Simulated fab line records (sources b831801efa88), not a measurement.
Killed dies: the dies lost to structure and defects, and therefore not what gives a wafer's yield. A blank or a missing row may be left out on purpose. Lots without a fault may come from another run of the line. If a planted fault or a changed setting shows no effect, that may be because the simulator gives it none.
Which tool was responsible? | flow gf180mcu | 14 lots with 42 wafers sampled at 6 steps, on a route of 602 steps

WHAT THE GAUGES READ, wafer by wafer
GF_STI_THK_MEAS_02. Usual: STI_OXIDATION_THK typically reads 10.01 nm, with standard deviation 0.21.
lot  | measured    | on            | STI_OXIDATION_THK (nm) | flag
L993 | day 1 18:12 | film-metro-01 | 9.63 9.82 9.76         |
L996 | day 2 07:31 | film-metro-04 | 9.56 9.61 9.65         |
L997 | day 2 12:31 | film-metro-04 | 10.08 10.19 10.14      |
L998 | day 2 17:31 | film-metro-02 | 9.94 10.06 10.10       |
L999 | day 2 23:05 | film-metro-04 | 9.79 10.09 9.95        |
L100 | day 3 03:31 | film-metro-01 | 10.01 9.97 9.79        |
L101 | day 3 08:37 | film-metro-02 | 9.76 10.04 9.98        |
L102 | day 3 13:47 | film-metro-04 | 10.01 10.09 10.08      |
L104 | day 3 23:47 | film-metro-01 | 9.86 9.75 9.75         |
L105 | day 4 04:31 | film-metro-04 | 10.30 10.28 10.45      |
L106 | day 4 09:43 | film-metro-01 | 9.69 9.84 9.89         |
L107 | day 4 15:23 | film-metro-01 | 9.98 10.08 9.90        |
L108 | day 4 19:31 | film-metro-02 | 10.24 9.93 10.15       |
L115 | day 6 09:56 | film-metro-04 | 10.21 10.31 10.27      |

GF_LVPWELL_TW_MEAS_11. Usual: LVPWELL_TW typically reads 560.1, with standard deviation 2.4.
lot  | measured    | on            | LVPWELL_TW        | flag
L993 | day 4 06:21 | film-metro-03 | 559.3 565.9 562.4 |
L996 | day 4 19:50 | film-metro-02 | 563.4 562.4 562.6 |
L997 | day 5 00:46 | film-metro-01 | 560.1 561.4 557.5 |
L998 | day 5 08:28 | film-metro-01 | 563.1 560.9 558.7 |
L999 | day 5 12:37 | film-metro-01 | 563.0 562.3 563.3 |
L100 | day 5 16:38 | film-metro-01 | 562.3 559.8 559.7 |
L101 | day 6 01:14 | film-metro-03 | 563.9 559.8 561.7 |
L102 | day 6 04:49 | film-metro-02 | 560.4 559.3 558.8 |
L104 | day 6 18:05 | film-metro-01 | 557.7 562.6 561.1 |
L105 | day 6 22:46 | film-metro-03 | 556.0 560.1 564.6 |
L106 | day 7 01:58 | film-metro-02 | 338.7 336.1 338.4 | OFF
L107 | day 7 09:17 | film-metro-03 | 338.9 338.7 339.0 | OFF
L108 | day 7 14:57 | film-metro-02 | 557.9 558.0 556.7 |
L115 | day 9 09:03 | film-metro-01 | 561.1 559.3 561.3 |

GF_MVSD_OVL_MEAS_07. Usual: MVSD_OVL typically reads 1.0 nm, with standard deviation 1.5.
lot  | measured     | on         | MVSD_OVL (nm) | flag
L993 | day 4 19:45  | overlay-02 | 1.7 0.7 -0.5  |
L996 | day 5 09:56  | overlay-02 | -1.0 1.1 2.3  |
L997 | day 5 14:49  | overlay-01 | -0.7 0.4 -2.9 |
L998 | day 5 23:01  | overlay-02 | -0.8 -1.2 0.3 |
L999 | day 6 03:23  | overlay-01 | 2.9 2.8 2.4   |
L100 | day 6 07:07  | overlay-01 | 2.7 0.3 2.3   |
L101 | day 6 16:08  | overlay-02 | 2.4 2.0 2.2   |
L102 | day 6 19:41  | overlay-01 | 3.6 2.5 3.5   |
L104 | day 7 09:49  | overlay-01 | 1.0 0.7 4.1   |
L105 | day 7 13:52  | overlay-01 | 1.3 -0.6 1.3  |
L106 | day 7 17:35  | overlay-01 | 3.3 2.6 0.7   |
L107 | day 8 00:35  | overlay-02 | -1.2 2.0 2.4  |
L108 | day 8 07:13  | overlay-01 | -0.4 -0.6 2.4 |
L115 | day 10 02:29 | overlay-02 | 2.8 1.2 2.5   |

GF_VT_IMPLANT_RS_MEAS_48: measurement is done with a four-point probe. Usual: LVPWELL_RS typically reads 1197.9 ohm/sq, with standard deviation 2.9.
lot  | measured     | on            | LVPWELL_RS (ohm/sq)  | flag
L993 | day 8 00:53  | film-metro-02 | 1194.4 1199.2 1195.4 |
L996 | day 8 17:15  | film-metro-01 | 1196.5 1196.4 1194.7 |
L997 | day 8 22:04  | film-metro-02 | 1194.4 1196.0 1197.0 |
L998 | day 9 06:34  | film-metro-03 | 1200.0 1199.7 1204.7 |
L999 | day 9 14:24  | film-metro-01 | 1200.1 1199.2 1199.5 |
L100 | day 9 17:02  | film-metro-02 | 1199.2 1195.5 1199.5 |
L101 | day 10 01:48 | film-metro-01 | 1199.2 1200.5 1199.2 |
L102 | day 10 08:02 | film-metro-02 | 1200.1 1200.3 1196.8 |
L104 | day 10 23:32 | film-metro-03 | 1201.6 1197.4 1194.9 |
L105 | day 11 03:49 | film-metro-01 | 1200.9 1203.6 1197.5 |
L106 | day 11 09:31 | film-metro-02 | 3832.5 3820.9 3811.2 | OFF
L107 | day 11 18:35 | film-metro-01 | 3809.6 3820.2 3805.1 | OFF
L108 | day 12 01:30 | film-metro-01 | 1194.8 1192.0 1191.2 |
L115 | day 14 03:49 | film-metro-03 | 1201.1 1200.1 1198.8 |

WHICH TOOL RAN EACH LOT (tool, then ch and the chambers of the sampled wafers, then the start)
lot  | GF_LVPWELL_IMPLANT_08          | GF_LVPWELL_STRIP_10
L993 | implanter-04 ch 0, day 4 05:59 | plasma-asher-02 ch 0,1, day 4 06:16
L996 | implanter-03 ch 0, day 4 19:26 | plasma-asher-04 ch 0,1, day 4 19:43
L997 | implanter-03 ch 0, day 5 00:22 | plasma-asher-03 ch 0,1, day 5 00:39
L998 | implanter-03 ch 0, day 5 08:04 | plasma-asher-04 ch 0,1, day 5 08:21
L999 | implanter-03 ch 0, day 5 12:13 | plasma-asher-02 ch 0,1, day 5 12:31
L100 | implanter-04 ch 0, day 5 16:14 | plasma-asher-04 ch 0,1, day 5 16:32
L101 | implanter-01 ch 0, day 6 00:52 | plasma-asher-03 ch 0,1, day 6 01:08
L102 | implanter-03 ch 0, day 6 04:25 | plasma-asher-03 ch 0,1, day 6 04:43
L104 | implanter-03 ch 0, day 6 17:41 | plasma-asher-03 ch 0,1, day 6 17:59
L105 | implanter-03 ch 0, day 6 22:22 | plasma-asher-03 ch 1, day 6 22:39
L106 | implanter-03, day 7 01:37      | plasma-asher-02 ch 0,1, day 7 01:52
L107 | implanter-04, day 7 08:53      | plasma-asher-04 ch 0,1, day 7 09:11
L108 | implanter-04 ch 0, day 7 14:33 | plasma-asher-04 ch 0,1, day 7 14:51
L115 | implanter-04 ch 0, day 9 08:41 | plasma-asher-04 ch 0,1, day 9 08:58
- GF_LVPWELL_IMPLANT_08
- GF_LVPWELL_STRIP_10: strips in O2/N2.

WHAT THE TOOLS THEMSELVES READ (means of the sampled wafers that have a number; where no wafer has one, the mark that the record gives instead)
GF_LVPWELL_IMPLANT_08. Usual: beam-energy-keV 170.00, standard deviation 0.053; beam-on-s 10.00 s, standard deviation 0.2.
lot  | tool         | beam-energy-keV | beam-on-s (s) | flag
L993 | implanter-04 | 170.06          | 9.98          |
L996 | implanter-03 | 170.02          | 10.01         |
L997 | implanter-03 | 170.09          | 9.99          |
L998 | implanter-03 | 170.00          | 9.94          |
L999 | implanter-03 | 169.99          | 9.98          |
L100 | implanter-04 | 169.96          | 10.22         |
L101 | implanter-01 | 170.00          | 9.80          |
L102 | implanter-03 | 169.95          | 10.09         |
L104 | implanter-03 | 170.02          | 9.89          |
L105 | implanter-03 | 169.97          | 10.11         |
L106 | implanter-03 | -               | -             | OFF
L107 | implanter-04 | -               | -             | OFF
L108 | implanter-04 | 170.01          | 10.01         |
L115 | implanter-04 | 169.99          | 10.00         |

GF_LVPWELL_STRIP_10. Usual: drypump-motor-current-A 5.4 A, standard deviation 0.62; heater-power-w 337 W, standard deviation 29; oes-product-au 0.722 a.u., standard deviation 0.0051; strip-time-to-endpoint-s 37.00 s, standard deviation 0.1.
lot  | tool            | drypump-motor-current-A (A) | heater-power-w (W) | oes-product-au (a.u.) | strip-time-to-endpoint-s (s) | flag
L993 | plasma-asher-02 | 5.5                         | 353                | 0.722                 | 36.85                        |
L996 | plasma-asher-04 | 5.4                         | 321                | 0.721                 | 37.05                        |
L997 | plasma-asher-03 | 5.0                         | 359                | 0.723                 | 36.88                        |
L998 | plasma-asher-04 | 6.0                         | 318                | 0.717                 | 36.98                        |
L999 | plasma-asher-02 | 5.5                         | 359                | 0.724                 | 37.12                        |
L100 | plasma-asher-04 | 6.0                         | 311                | 0.725                 | 37.01                        |
L101 | plasma-asher-03 | 5.0                         | 361                | 0.722                 | 37.17                        |
L102 | plasma-asher-03 | 5.0                         | 347                | 0.723                 | 36.96                        |
L104 | plasma-asher-03 | 5.0                         | 366                | 0.723                 | 36.91                        |
L105 | plasma-asher-03 | 5.0                         | 376                | 0.725                 | 37.16                        |
L106 | plasma-asher-02 | 5.5                         | 371                | 0.722                 | 36.84                        |
L107 | plasma-asher-04 | 6.0                         | 314                | 0.718                 | 36.98                        |
L108 | plasma-asher-04 | 6.0                         | 314                | 0.725                 | 37.10                        |
L115 | plasma-asher-04 | 6.0                         | 314                | 0.722                 | 36.98                        |

THE ANSWER, worked out from the rows above alone
Rule: a lot counts as off when the mean over its wafers that have a number is more than 3 standard deviations away from the usual mean. A lot without any number at a reading at which 4 lots or more have one is off too. Any other lot the step has rows for is counted as sound. The gauges are gone through in route order, then the tools' own readings, and for those a lot's mean is taken as printed above. The first step at which some lot is off is used, and at that step the reading that is off furthest; a lot without a number counts as furthest.
Off: L106, L107, at GF_LVPWELL_TW_MEAS_11 (LVPWELL_TW).
If a tool, at a process step before that reading, ran all the lots that are off and no sound lot after the first of them, it fits. Not tried: the gauges at GF_LVPWELL_TW_MEAS_11; whatever is off there is also off at GF_LVPWELL_IMPLANT_08, on other tools, and gauge error can't account for it. No candidate that was tried fits.

WHAT THE SIMULATOR PUT IN
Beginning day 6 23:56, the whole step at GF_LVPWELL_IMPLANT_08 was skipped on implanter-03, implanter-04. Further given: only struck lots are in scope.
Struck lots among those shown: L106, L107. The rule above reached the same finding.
